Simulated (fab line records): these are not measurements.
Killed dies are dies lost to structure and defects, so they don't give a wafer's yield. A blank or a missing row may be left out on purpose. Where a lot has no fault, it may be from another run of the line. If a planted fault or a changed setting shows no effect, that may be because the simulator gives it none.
Matching of chambers | flow sky130 | 4 sister chambers for SKY_VIA2_CMP_02 on cmp-02
The step polishes SiO2. 14 wafers are shown with their chamber, then 7 later ones without.

== EACH WAFER AND ITS CHAMBER ==
wafer  | chamber | motorCurrentA (A) | edgeZonePressureFrac
L541.2 | 2       | 10.9              | 0.993
L541.3 | 1       | 9.6               | 1.010
L541.4 | 3       | 11.8              | 0.998
L544.2 | 3       | 11.5              | 0.996
L544.5 | 1       | 10.0              | 1.000
L544.6 | 2       | 10.7              | 1.009
L545.2 | 0       | 12.5              | 1.004
L545.5 | 2       | 10.7              | 1.000
L545.6 | 3       | 10.7              | 1.005
L547.4 | 2       | 10.7              | 0.993
L547.5 | 0       | 12.5              | 1.000
L547.6 | 1       | 9.4               | 0.997
L548.2 | 2       | 10.8              | 1.001
L548.4 | 0       | 12.0              | 1.002

SIGNATURES (averages over the wafers above)
reading              | chamber 0 | chamber 1 | chamber 2 | chamber 3 | scatter within a chamber
motorCurrentA        | 12.333    | 9.667     | 10.760    | 11.333    | 0.321
edgeZonePressureFrac | 1.00200   | 1.00233   | 0.99920   | 0.99967   | 0.00568
Rule: for each reading, subtract the chamber's mean from the wafer's reading, divide by that reading's scatter and square the result; add these up over the readings and take the root, which gives the wafer's distance from the chamber. The wafer belongs to the nearest chamber; if the next one is less than 2 further off, it can't be placed. The scatter: take each reading less its chamber's mean, square it, sum over the shown wafers, divide by the number of wafers less the number of chambers, and take the root.

== WAFERS WITH NO CHAMBER GIVEN ==
wafer  | motorCurrentA (A) | edgeZonePressureFrac
L548.6 | 10.7              | 0.999
L558.3 | 11.9              | 1.000
L558.4 | 9.8               | 0.993
L558.6 | 10.9              | 0.996
L561.1 | 11.3              | 0.991
L561.4 | 9.4               | 0.997
L561.5 | 12.6              | 0.999

== EACH ONE'S CHAMBER ==
wafer  | from the rows above     | in truth
L548.6 | can't be placed: 2 or 3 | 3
L558.3 | can't be placed: 0 or 3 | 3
L558.4 | can't be placed: 1 or 2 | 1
L558.6 | can't be placed: 2 or 3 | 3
L561.1 | can't be placed: 3 or 2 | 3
L561.4 | 1                       | 1
L561.5 | 0                       | 0
2 of 7 placed correctly. Not placeable from these rows: 5 (in 5, the candidates include the true chamber). 0 placed wrongly.
